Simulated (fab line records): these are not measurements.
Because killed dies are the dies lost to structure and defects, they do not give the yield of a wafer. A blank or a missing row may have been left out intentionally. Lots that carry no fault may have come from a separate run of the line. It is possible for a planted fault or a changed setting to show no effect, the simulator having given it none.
fab line records	flow sfq_line
record lots=6	wafers=18	last_day=86
route steps=325 shown R5@216 I5@228 C5@240 M6@251
lots with no fault: from the same line, run without faults
start_h: hours from the record's opening day to when the first of the lot's shown wafers began	wait_h: hours since the lot's step before	" same as the row above	L1.1+2: a single row standing in for several wafers	- value missing, or start not given	* or withheld: withheld	< > ~ a bound
route shown NAME@n: names a module that has steps shown in the file, with the first one's number in the route	usual: mean and standard deviation over wafers with no fault	same: alike in all rows	chamber/n: place in a boat	sites: each site's reading	_std_site: the values' standard deviation	_edge_site: outer sites' mean less inner sites'	radius_mm: how far each site lies from the wafer's centre	mask NAME#n: copy n	behind: the tool/chamber that last shaped the wafer	hold: cause of the lot's hold/its duration in hours/its outcome	device: the n, p or np transistor that did not switch	end of line: tests of these same wafers at the route's end	for a step that has no rows: nothing shown but its recipe	killed: dies lost to structure and defects at the first sort, not the wafer's yield	map: shows each die of a wafer: x if killed, . if not, _ if none is there
set.NAME: setting as actually run; set.NAME@STEP: the setting as run at that earlier step	model.NAME: the simulator's own value behind a step, which no gauge read
lots at some steps of the route; a table a step, a row a wafer
services: a tool's chamber out of use, with start hour (start_h, from the record's first day; less than 0 if before it), hours out, and reason
## steps
# step SFQ_R5_THK_MEAS_934
# recipe thk_meas_gauge=xrf	reads=MoNx_of_TRILAYER_R5_DEP_SPUTTER_133
# usual R5_MONX_THK=40.7/0.53
lot.wafer	tool	chamber	start_h	wait_h	R5_MONX_THK[nm]
L555.4	film_metro-01	-	1174.47	0.1	41.1
L555.5	"	-	"	"	40.2
L555.6	"	-	"	"	40.9
L559.1	film_metro-02	-	1253.15	0.1	41.7
L559.2	"	-	"	"	40.9
L559.6	"	-	"	"	41.7
L562.1	film_metro-03	-	1259.15	0.1	40.4
L562.4	"	-	"	"	41.0
L562.6	"	-	"	"	40.7
L564.2	film_metro-01	-	1279.67	0.1	40.2
L564.5	"	-	"	"	41.3
L564.6	"	-	"	"	40.4
L574.2	film_metro-03	-	1520.45	0.1	40.6
L574.3	"	-	"	"	41.1
L574.6	"	-	"	"	41.2
L575.1	film_metro-03	-	1523.99	0.1	40.5
L575.4	"	-	"	"	40.7
L575.6	"	-	"	"	40.5
# step SFQ_TRILAYER_R5_LITHO_COAT_141
# recipe resist=BARC	spin_rpm=3000	resist_thk_nm=62
# step SFQ_TRILAYER_R5_LITHO_COAT_136
# recipe resist=KrF	spin_rpm=3000	resist_thk_nm=600
# step SFQ_TRILAYER_R5_LITHO_SOFTBAKE_140
# recipe temp_c=withheld	time_s=withheld	resist=KrF
# step SFQ_TRILAYER_R5_LITHO_EXPOSE_137
# recipe mask_id=R5	na=0.6	source_shape=conventional	sigma_outer=0.65	target_cd_nm=500	dose_mj=14.4
# step SFQ_TRILAYER_R5_LITHO_PEB_139
# recipe peb_temp_c=115	peb_time_s=60	resist=KrF
# step SFQ_TRILAYER_R5_LITHO_DEVELOP_138
# recipe time_s=60	resist=KrF
# step SFQ_R5_OVL_MEAS_935
# usual R5_OVL=3/4.8
lot.wafer	tool	chamber	start_h	wait_h	R5_OVL[nm]
L555.4	overlay-02	-	1306.72	0.1	0
L555.5	"	-	"	"	-4
L555.6	"	-	"	"	-1
L559.1	overlay-02	-	1398.06	0.1	6
L559.2	"	-	"	"	13
L559.6	"	-	"	"	6
L562.1	overlay-01	-	1406.46	0.1	-1
L562.4	"	-	"	"	1
L562.6	"	-	"	"	-8
L564.2	overlay-02	-	1429.59	0.1	6
L564.5	"	-	"	"	7
L564.6	"	-	"	"	8
L574.2	overlay-02	-	1522.75	0.1	5
L574.3	"	-	"	"	0
L574.6	"	-	"	"	13
L575.1	overlay-02	-	1526.30	0.1	6
L575.4	"	-	"	"	3
L575.6	"	-	"	"	10
# step SFQ_TRILAYER_R5_BARC_OPEN_METAL_ETCH_177
# recipe mask_material=PR	chemistry=O2	target_depth_nm=125	target=BARC	icp_w=600	bias_w=80	pressure_mtorr=10	time_s=41.7
# usual drypump_motor_current_A=5.5/0.52	oes_product_au=0.685/0.0052
lot.wafer	tool	chamber	start_h	wait_h	drypump_motor_current_A	oes_product_au	rf_hours_counter_h
L555.4	rie_metal-01	0	1306.75	0.0	5.2	0.680	-
L555.5	"	1	"	"	6.0	0.695	-
L555.6	"	0	"	"	5.2	0.682	-
L559.1	rie_metal-03	1	1398.10	0.0	4.8	0.690	81
L559.2	"	0	"	"	6.2	0.687	143
L559.6	"	0	"	"	6.2	0.689	-
L562.1	rie_metal-03	1	1406.50	0.0	4.8	0.682	82
L562.4	"	1	"	"	4.8	0.683	-
L562.6	"	1	"	"	4.8	0.684	-
L564.2	rie_metal-02	1	1429.62	0.0	5.8	0.682	79
L564.5	"	0	"	"	5.6	0.679	-
L564.6	"	1	"	"	5.8	0.685	-
L574.2	rie_metal-02	0	1522.78	0.0	5.6	0.687	46
L574.3	"	1	"	"	5.8	0.681	-
L574.6	"	0	"	"	5.6	0.686	-
L575.1	rie_metal-02	1	1526.34	0.0	5.8	0.684	93
L575.4	"	0	"	"	5.6	0.685	-
L575.6	"	1	"	"	5.8	0.690	-
# step SFQ_TRILAYER_R5_ETCH_METAL_ETCH_139
# recipe stop_on=SiO2	mask_material=PR	chemistry=Cl2	target_depth_nm=60	icp_w=600	bias_w=80	pressure_mtorr=10	time_s=40
# usual drypump_motor_current_A=5.5/0.52	oes_product_au=0.992/0.0054
lot.wafer	tool	chamber	start_h	wait_h	drypump_motor_current_A	oes_product_au	rf_hours_counter_h
L555.4	rie_metal-01	0	1306.81	0.0	5.2	0.991	-
L555.5	"	1	"	"	6.0	0.981	-
L555.6	"	0	"	"	5.2	0.999	-
L559.1	rie_metal-03	1	1398.16	0.0	4.8	0.996	81
L559.2	"	0	"	"	6.2	0.980	143
L559.6	"	0	"	"	6.2	0.979	-
L562.1	rie_metal-03	1	1406.56	0.0	4.8	0.994	82
L562.4	"	1	"	"	4.8	0.996	-
L562.6	"	1	"	"	4.8	0.988	-
L564.2	rie_metal-02	1	1429.67	0.0	5.8	0.993	79
L564.5	"	0	"	"	5.6	0.985	-
L564.6	"	1	"	"	5.8	1.000	-
L574.2	rie_metal-02	0	1522.86	0.1	5.6	0.992	46
L574.3	"	1	"	"	5.8	0.997	-
L574.6	"	0	"	"	5.6	0.982	-
L575.1	rie_metal-02	1	1526.42	0.1	5.8	0.998	93
L575.4	"	0	"	"	5.6	0.991	-
L575.6	"	1	"	"	5.8	0.996	-
# step SFQ_TRILAYER_R5_STRIP_STRIP_140
# recipe gas=O2	power_w=200	platen_temp_c=40	overash_fraction=0.65	chemistry=O2	pressure_mtorr=50
# usual drypump_motor_current_A=5.5/0.52	oes_product_au=1.006/0.0099
lot.wafer	tool	chamber	start_h	wait_h	drypump_motor_current_A	oes_product_au	rf_hours_counter_h
L555.4	rie_metal-01	0	1307.05	0.2	5.2	1.003	-
L555.5	"	1	"	"	6.0	1.008	-
L555.6	"	0	"	"	5.2	1.002	-
L559.1	rie_metal-03	1	1398.22	0.0	4.8	1.020	81
L559.2	"	0	"	"	6.2	0.983	143
L559.6	"	0	"	"	6.2	0.991	-
L562.1	rie_metal-03	1	1406.62	0.0	4.8	1.003	82
L562.4	"	1	"	"	4.8	1.004	-
L562.6	"	1	"	"	4.8	1.005	-
L564.2	rie_metal-02	1	1429.73	0.0	5.8	1.015	79
L564.5	"	0	"	"	5.6	1.008	-
L564.6	"	1	"	"	5.8	1.019	-
L574.2	rie_metal-02	0	1522.94	0.1	5.6	1.007	46
L574.3	"	1	"	"	5.8	1.023	-
L574.6	"	0	"	"	5.6	1.003	-
L575.1	rie_metal-02	1	1526.49	0.1	5.8	1.017	93
L575.4	"	0	"	"	5.6	1.009	-
L575.6	"	1	"	"	5.8	1.012	-
# step SFQ_TRILAYER_R5_STRIP_SOLV_CLEAN_141
# recipe chemistry=NMP	temp_c=70	time_s=600
# step SFQ_TRILAYER_A5C_DEP_PECVD_142
# recipe material=SiO2	temp_c=150	time_s=15.556	pressure_torr=2.4	rf_w=183.3	precursor=SiH4/N2O	target_thk_nm=70
# usual heater_power_w=87/9.8	throttle_valve_pct=24.2/0.68
lot.wafer	tool	chamber	start_h	wait_h	heater_power_w	throttle_valve_pct	model.SiO2_of_TRILAYER_A5C_DEP_PECVD_142.thk_nm
L555.4	pecvd-04	0	1307.66	0.0	101	23.5	71.61
L555.5	"	1	"	"	97	23.6	70.72
L555.6	"	2	"	"	90	25.5	71.26
L559.1	pecvd-01	0	1398.99	0.0	76	24.6	69.5
L559.2	"	1	"	"	99	23.5	69.96
L559.6	"	2	"	"	86	24.1	70.94
L562.1	pecvd-02	2	1407.39	0.0	82	23.8	69.16
L562.4	"	2	"	"	78	23.8	39.45
L562.6	"	2	"	"	78	23.8	40.04
L564.2	pecvd-02	1	1430.51	0.0	91	23.7	69.98
L564.5	"	1	"	"	89	24.0	70.99
L564.6	"	2	"	"	81	24.2	39.76
L574.2	pecvd-01	1	1523.91	0.0	99	23.9	69.38
L574.3	"	0	"	"	77	25.0	69.59
L574.6	"	0	"	"	80	25.3	70.09
L575.1	pecvd-02	0	1527.47	0.0	96	23.9	69.94
L575.4	"	0	"	"	96	24.0	70.03
L575.6	"	1	"	"	99	24.0	71.09
# step SFQ_TRILAYER_I5_LITHO_COAT_149
# recipe resist=BARC	spin_rpm=3000	resist_thk_nm=62
# step SFQ_TRILAYER_I5_LITHO_COAT_144
# recipe resist=KrF	spin_rpm=3000	resist_thk_nm=650
# step SFQ_TRILAYER_I5_LITHO_SOFTBAKE_148
# recipe temp_c=withheld	time_s=withheld	resist=KrF
# step SFQ_TRILAYER_I5_LITHO_EXPOSE_145
# recipe mask_id=I5	na=0.6	source_shape=conventional	sigma_outer=0.65	target_cd_nm=700	dose_mj=21.3
# step SFQ_TRILAYER_I5_LITHO_PEB_147
# recipe peb_temp_c=115	peb_time_s=60	resist=KrF
# step SFQ_TRILAYER_I5_LITHO_DEVELOP_146
# recipe time_s=60	resist=KrF
# step SFQ_I5_OVL_MEAS_936
# usual I5_OVL=1/5.5
lot.wafer	tool	chamber	start_h	wait_h	I5_OVL[nm]
L555.4	overlay-02	-	1456.00	0.1	4
L555.5	"	-	"	"	9
L555.6	"	-	"	"	9
L559.1	overlay-01	-	1538.82	0.1	-11
L559.2	"	-	"	"	-9
L559.6	"	-	"	"	-2
L562.1	overlay-02	-	1546.02	0.1	-2
L562.4	"	-	"	"	0
L562.6	"	-	"	"	-5
L564.2	overlay-02	-	1559.35	0.1	2
L564.5	"	-	"	"	-3
L564.6	"	-	"	"	-4
L574.2	overlay-02	-	1645.40	0.1	1
L574.3	"	-	"	"	-2
L574.6	"	-	"	"	1
L575.1	overlay-02	-	1649.05	0.1	7
L575.4	"	-	"	"	7
L575.6	"	-	"	"	3
# step SFQ_TRILAYER_I5_BARC_OPEN_VIA_ETCH_200
# recipe mask_material=PR	chemistry=O2	target_depth_nm=125	target=BARC	source_w=500	bias_w=80	pressure_mtorr=30	time_s=41.7
# usual drypump_motor_current_A=5.6/0.49	oes_product_au=0.685/0.0041
lot.wafer	tool	chamber	start_h	wait_h	drypump_motor_current_A	oes_product_au	rf_hours_counter_h
L555.4	rie_diel-02	2	1456.02	0.0	6.3	0.686	10
L555.5	"	2	"	"	6.3	0.683	-
L555.6	"	1	"	"	4.8	0.693	-
L559.1	rie_diel-01	3	1538.86	0.0	6.1	0.687	12
L559.2	"	0	"	"	5.5	0.683	9
L559.6	"	3	"	"	6.1	0.697	-
L562.1	rie_diel-02	1	1546.06	0.0	4.8	0.687	1
L562.4	"	2	"	"	6.3	0.678	12
L562.6	"	2	"	"	6.3	0.678	-
L564.2	rie_diel-02	3	1559.38	0.0	5.7	0.691	15
L564.5	"	0	"	"	6.0	0.686	-
L564.6	"	1	"	"	4.8	0.687	-
L574.2	rie_diel-02	3	1645.43	0.0	5.7	0.690	16
L574.3	"	2	"	"	6.3	0.689	14
L574.6	"	0	"	"	6.0	0.687	-
L575.1	rie_diel-01	0	1649.09	0.0	5.4	0.685	11
L575.4	"	2	"	"	5.8	0.687	2
L575.6	"	3	"	"	6.1	0.691	-
# step SFQ_TRILAYER_I5_ETCH_VIA_ETCH_147
# recipe stop_on=Nb	mask_material=PR	chemistry=CHF3	target_depth_nm=360	source_w=500	bias_w=80	pressure_mtorr=30	time_s=withheld
# step SFQ_TRILAYER_I5_STRIP_STRIP_148
# recipe gas=O2	power_w=200	platen_temp_c=40	overash_fraction=0.65	chemistry=O2	pressure_mtorr=50
# usual drypump_motor_current_A=5.63/0.26	oes_product_au=1.001/0.0083
lot.wafer	tool	chamber	start_h	wait_h	drypump_motor_current_A	oes_product_au	rf_hours_counter_h
L555.4	rie_metal-01	1	1456.40	-	5.98	0.997	-
L555.5	"	1	"	"	6.00	0.999	-
L555.6	"	0	"	"	5.22	0.987	-
L559.1	rie_metal-02	1	1539.05	-	5.78	1.014	94
L559.2	"	0	"	"	5.59	1.001	47
L559.6	"	0	"	"	5.59	1.006	-
L562.1	rie_metal-01	0	1546.25	-	5.27	0.995	48
L562.4	"	1	"	"	5.97	1.008	-
L562.6	"	1	"	"	5.98	1.015	-
L564.2	rie_metal-02	1	1559.57	-	5.77	1.005	97
L564.5	"	0	"	"	5.57	1.004	-
L564.6	"	1	"	"	5.78	1.011	-
L574.2	rie_metal-01	0	1645.62	-	5.21	0.991	61
L574.3	"	0	"	"	5.21	0.998	-
L574.6	"	1	"	"	5.96	1.001	-
L575.1	rie_metal-02	1	1649.28	-	5.81	1.007	109
L575.4	"	1	"	"	5.79	0.993	-
L575.6	"	0	"	"	5.58	1.003	-
# step SFQ_TRILAYER_I5_STRIP_SOLV_CLEAN_149
# recipe chemistry=NMP	temp_c=70	time_s=600
# step SFQ_TRILAYER_C5_LITHO_COAT_156
# recipe resist=BARC	spin_rpm=3000	resist_thk_nm=62
# step SFQ_TRILAYER_C5_LITHO_COAT_151
# recipe resist=KrF	spin_rpm=3000	resist_thk_nm=650
# step SFQ_TRILAYER_C5_LITHO_SOFTBAKE_155
# recipe temp_c=withheld	time_s=withheld	resist=KrF
# step SFQ_TRILAYER_C5_LITHO_EXPOSE_152
# recipe mask_id=C5	na=0.6	source_shape=conventional	sigma_outer=0.65	target_cd_nm=500	dose_mj=21.3
# step SFQ_TRILAYER_C5_LITHO_PEB_154
# recipe peb_temp_c=115	peb_time_s=60	resist=KrF
# step SFQ_TRILAYER_C5_LITHO_DEVELOP_153
# recipe time_s=60	resist=KrF
# step SFQ_C5_OVL_MEAS_937
# usual C5_OVL=-3/5
lot.wafer	tool	chamber	start_h	wait_h	C5_OVL[nm]
L555.4	overlay-02	-	1580.96	0.1	-9
L555.5	"	-	"	"	-6
L555.6	"	-	"	"	-13
L559.1	overlay-02	-	1662.38	0.1	-2
L559.2	"	-	"	"	5
L559.6	"	-	"	"	-3
L562.1	overlay-02	-	1670.90	0.1	-2
L562.4	"	-	"	"	0
L562.6	"	-	"	"	-1
L564.2	overlay-01	-	1683.58	0.1	-4
L564.5	"	-	"	"	-9
L564.6	"	-	"	"	-2
L574.2	overlay-02	-	1739.79	0.1	-11
L574.3	"	-	"	"	-16
L574.6	"	-	"	"	-6
L575.1	overlay-01	-	1744.55	0.1	-5
L575.4	"	-	"	"	-4
L575.6	"	-	"	"	4
# step SFQ_TRILAYER_C5_BARC_OPEN_VIA_ETCH_210
# recipe mask_material=PR	chemistry=O2	target_depth_nm=125	target=BARC	source_w=500	bias_w=80	pressure_mtorr=30	time_s=41.7
# step SFQ_TRILAYER_C5_ETCH_VIA_ETCH_154
# recipe target=SiO2	mask_material=PR	chemistry=CHF3	target_depth_nm=84	source_w=500	bias_w=80	pressure_mtorr=30	time_s=withheld	stop_on=Nb
# usual drypump_motor_current_A=5.7/0.61	oes_product_au=0.898/0.0075
lot.wafer	tool	chamber	start_h	wait_h	drypump_motor_current_A	oes_product_au	model.etch.depth_nm	model.C5.feature_depth_nm
L555.4	rie_diel-04	2	1581.02	0.0	5.2	0.903	71.61	71.61
L555.5	"	1	"	"	4.9	0.902	70.72	70.72
L555.6	"	0	"	"	5.1	0.909	71.26	71.26
L559.1	rie_diel-02	0	1662.45	0.0	6.0	0.895	69.5	69.5
L559.2	"	1	"	"	4.8	0.898	69.96	69.96
L559.6	"	1	"	"	4.8	0.894	70.94	70.94
L562.1	rie_diel-03	2	1670.98	0.0	6.4	0.892	69.16	69.16
L562.4	"	3	"	"	5.8	0.664	39.45	39.45
L562.6	"	2	"	"	6.4	0.677	40.04	40.04
L564.2	rie_diel-04	1	1683.65	0.0	4.8	0.895	69.98	69.98
L564.5	"	3	"	"	6.0	0.904	70.99	70.99
L564.6	"	1	"	"	4.9	0.669	39.76	39.76
L574.2	rie_diel-02	3	1739.86	0.0	5.7	0.891	69.38	69.38
L574.3	"	2	"	"	6.3	0.886	69.59	69.59
L574.6	"	1	"	"	4.8	0.894	70.09	70.09
L575.1	rie_diel-04	3	1744.62	0.0	6.0	0.892	69.94	69.94
L575.4	"	1	"	"	4.9	0.894	70.03	70.03
L575.6	"	1	"	"	4.9	0.896	71.09	71.09
# step SFQ_TRILAYER_C5_STRIP_STRIP_155
# recipe gas=O2	power_w=200	platen_temp_c=40	overash_fraction=0.65	chemistry=O2	pressure_mtorr=50
# step SFQ_TRILAYER_C5_STRIP_SOLV_CLEAN_156
# recipe chemistry=NMP	temp_c=70	time_s=600
# step SFQ_TRILAYER_M6_DEP_PRE_CLEAN_158
# recipe gas=Ar	time_s=22.5	bias_v=250
lot.wafer	tool	chamber	start_h	wait_h	model.SiO2_of_TRILAYER_A5C_DEP_PECVD_142.thk_nm
L555.4	pvd_sputter-06	-	1581.85	0.0	64.11
L555.5	"	-	"	"	63.22
L555.6	"	-	"	"	63.76
L559.1	pvd_sputter-04	-	1663.28	0.0	62
L559.2	"	-	"	"	62.46
L559.6	"	-	"	"	63.44
L562.1	pvd_sputter-04	-	1671.80	0.0	61.67
L562.4	"	-	"	"	31.95
L562.6	"	-	"	"	32.54
L564.2	pvd_sputter-05	-	1684.47	0.0	62.48
L564.5	"	-	"	"	63.49
L564.6	"	-	"	"	32.26
L574.2	pvd_sputter-06	-	1740.68	0.0	61.88
L574.3	"	-	"	"	62.09
L574.6	"	-	"	"	62.59
L575.1	pvd_sputter-06	-	1745.45	0.0	62.44
L575.4	"	-	"	"	62.53
L575.6	"	-	"	"	63.59
# step SFQ_TRILAYER_M6_DEP_SPUTTER_157
# recipe material=Nb	base_pressure_pa=1.33e-06	chamber_pressure_pa=0.1333	substrate_temp_c=20	target_thk_nm=200	power_w=2000	time_s=133.3
## services
tool	chamber	start_h	hours	kind
rie_metal-02	1	1285.18	35.8	repair
pecvd-02	2	1289.49	4.4	repair
rie_diel-02	3	1290.03	4.8	repair
rie_diel-04	-	1300.51	15.6	pm
pecvd-02	-	1316.75	14.0	pm
pecvd-02	0	1324.72	121.3	repair
rie_metal-01	-	1330.73	0.8	repair
rie_metal-01	0	1364.01	4.2	repair
rie_diel-02	0	1418.98	3.7	repair
rie_metal-01	-	1463.67	14.6	pm
rie_diel-02	-	1466.93	1.1	repair
rie_diel-02	3	1471.89	4.8	repair
rie_diel-02	-	1488.11	0.9	repair
rie_metal-02	-	1492.89	1.4	pm
rie_diel-02	-	1506.60	2.8	pm
rie_metal-01	-	1558.18	2.8	pm
rie_metal-03	1	1586.17	28.9	repair
rie_diel-02	3	1634.01	1.4	repair
rie_metal-03	0	1639.65	9.6	repair
rie_diel-02	-	1655.58	0.2	repair
rie_metal-03	-	1660.20	0.1	repair
rie_metal-01	1	1670.83	3.3	repair
rie_metal-03	-	1698.23	0.5	repair
rie_metal-01	1	1717.00	2.7	repair
## key
first_sign step=SFQ_TRILAYER_C5_ETCH_VIA_ETCH_154	reading=oes_product_au	direction=down	sigmas=30	usual=0.898	struck=0.670
effect none on later readings
model_effect step=SFQ_TRILAYER_A5C_DEP_PECVD_142	value=SiO2_of_TRILAYER_A5C_DEP_PECVD_142.thk_nm	without=70.7	struck=39.75
model_effect step=SFQ_TRILAYER_C5_ETCH_VIA_ETCH_154	value=etch.depth_nm	without=70.7	struck=39.75
model_effect step=SFQ_TRILAYER_M6_DEP_PRE_CLEAN_158	value=SiO2_of_TRILAYER_A5C_DEP_PECVD_142.thk_nm	without=63.2	struck=32.25
met_at SFQ_TRILAYER_A5C_DEP_PECVD_142
struck_wafers L562.4,L562.6,L564.6
fault kind=process_parameter_drift	tool=pecvd-02	chamber=-	onset_h=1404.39	steps=SFQ_TRILAYER_A5C_DEP_PECVD_142	channel=target_thk_nm	offset=-30.794	shape=step	end_h=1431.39	scope=struck_wafers_only	acts_in=these_recipes_only	stated=70
